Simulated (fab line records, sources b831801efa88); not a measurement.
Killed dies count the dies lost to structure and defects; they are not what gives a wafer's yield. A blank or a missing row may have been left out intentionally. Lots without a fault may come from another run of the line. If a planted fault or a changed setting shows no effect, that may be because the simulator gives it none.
A lot that was struck, set against a sound lot    flow sky130    34 steps out of a route of 708
Sound: these wafers, L916.2, L916.3, L916.6. Wafers L919.2, L919.3, L919.5 were the ones struck. The cause comes at the end.
Each step with rows lists, per side, the tool, then ch with its chambers, then its first start. Under that, the readings that differ: sound wafers    struck wafers    difference of the means    sigmas: that difference in standard deviations of wafers without a fault.
alike: a reading whose means differ by less than 2 such deviations, as well as words and numbers matching on both sides. not compared: withheld readings; readings where some wafer has no value; bounds like >300 that might hide an equal value; numbers whose values overlap and for which the record gives no deviation.
The two part at a step that has a row with sigmas, a row that says differs or no value, or rows on one side only. Numbers that have no deviation but don't overlap get no sigmas and don't part them. A reading that every wafer of one side lacks parts them only if that side has two wafers or more.

first, 9 steps without rows for these wafers: SKY_METAL3_DESCUM_15 (chemistry O2, time 8 s); SKY_METAL3_ETCH_16 (etches BARC in N2/H2, stops on SiO2, time 88.2 s, target depth 60 nm); SKY_METAL3_ETCH_17 (etches SiO2 in C4F8/O2/Ar, stops on TiN, time 3.9 s, target depth 15 nm); SKY_METAL3_METAL_ETCH_18 (etches the open film in Cl2/BCl3, stops on SiO2, target depth 845 nm, time 183.1 s); SKY_METAL3_STRIP_19 (strips in O2/N2); SKY_METAL3_STRIP_20 (strips in post etch residue remover, time 1200 s); SKY_METAL3_CLEAN_21 (cleans in IPA, time 180 s); SKY_METAL3_CLEAN_22 (cleans in O3/DIW); SKY_VIA3_HDPCVD_00 (deposits SiO2, target thk 1635 nm, time 272.5 s).
SKY_VIA3_CMP_02: polishes SiO2.
  sound on cmp-01 ch 0,1,2, day 41 19:17; struck on cmp-01 ch 0,1, day 42 16:17
reading                                   sound              struck             difference  sigmas
model.SiO2_of_VIA3_HDPCVD_00.thk-nm (nm)  464.5 464.8 464.9  429.1 428.6 429.5  -35.7       
  alike: motor-current-A
then, 9 steps without rows for these wafers: SKY_VIA3_DEHYDRATE_04 (time 60 s); SKY_VIA3_HMDS_05 (prime time 60 s); SKY_VIA3_COAT_06 (resist thk 60 nm); SKY_VIA3_COAT_07 (resist thk 450 nm); SKY_VIA3_SOFTBAKE_08 (time 90 s); SKY_VIA3_EXPOSE_09 (exposes mask VIM3, target cd 200 nm); SKY_VIA3_PEB_10; SKY_VIA3_DEVELOP_11 (develop time 60 s); SKY_VIA3_ETCH_14 (etches BARC in N2/H2, stops on SiO2, time 45.9 s, target depth 60 nm).
SKY_VIA3_ETCH_15: etches SiO2 in C4F8/O2/Ar, stops on TiN, target depth 507 nm, time 78 s.
  sound on rie-diel-02 ch 0,1, day 42 19:38; struck on rie-diel-03 ch 1,3, day 43 15:38
reading                           sound              struck             difference  sigmas
oes-product-au (a.u.)             0.940 0.933 0.950  0.901 0.899 0.904  -0.040      -8
model.VIA3.feature-depth-nm (nm)  464.5 464.8 464.9  429.1 428.6 429.5  -35.7       
model.etch.depth-nm (nm)          464.5 464.8 464.9  429.1 428.6 429.5  -35.7       
  not compared: rf-hours-counter-h
then, 13 steps without rows for these wafers: SKY_VIA3_STRIP_16 (strips in O2/N2); SKY_VIA3_STRIP_17 (strips in post etch residue remover, time 1200 s); SKY_VIA3_CLEAN_18 (cleans in IPA, time 180 s); SKY_VIA3_CLEAN_19 (cleans in O3/DIW); SKY_VIA3_SPUTTER_20 (material TiN, target thk 20 nm, time 80 s); SKY_VIA3_CVD_21 (deposits W, target thk 390 nm, time 117.31 s); SKY_VIA3_CMP_24 (polishes, stops on SiO2, t overpolish 20 s, target thk 0 nm); SKY_METAL4_SPUTTER_00 (material Ti, target thk 15 nm, time 10 s); SKY_METAL4_SPUTTER_01 (material TiN, target thk 20 nm, time 16.7 s); SKY_METAL4_SPUTTER_02 (material AlCu, target thk 735 nm, time 39.1 s); SKY_METAL4_SPUTTER_03 (material Ti, target thk 5 nm, time 3.3 s); SKY_METAL4_SPUTTER_04 (material TiN, target thk 70 nm, time 58.3 s); SKY_CAP2M_CVD_00 (deposits SiO2, target thk 15.5 nm).
SKY_METAL4_METAL_ETCH_18: etches the open film in Cl2/BCl3, stops on SiO2, target depth 845 nm, time 183.1 s.
  sound on rie-metal-01 ch 0,1, day 44 19:49; struck on rie-metal-02 ch 0,1, day 45 13:19
reading                                   sound              struck             difference  sigmas
model.SiO2_of_VIA3_HDPCVD_00.thk-nm (nm)  435.1 435.3 435.1  399.6 399.2 399.9  -35.6       
  alike: drypump-motor-current-A, oes-product-au, throttle-valve-pct
  not compared: rf-hours-counter-h

## WHERE THEY PART
Only at SKY_VIA3_ETCH_15, as far as this record shows. Later steps at which nothing parts them and some readings are alike: SKY_METAL4_METAL_ETCH_18.

WHY: what the simulator had put in
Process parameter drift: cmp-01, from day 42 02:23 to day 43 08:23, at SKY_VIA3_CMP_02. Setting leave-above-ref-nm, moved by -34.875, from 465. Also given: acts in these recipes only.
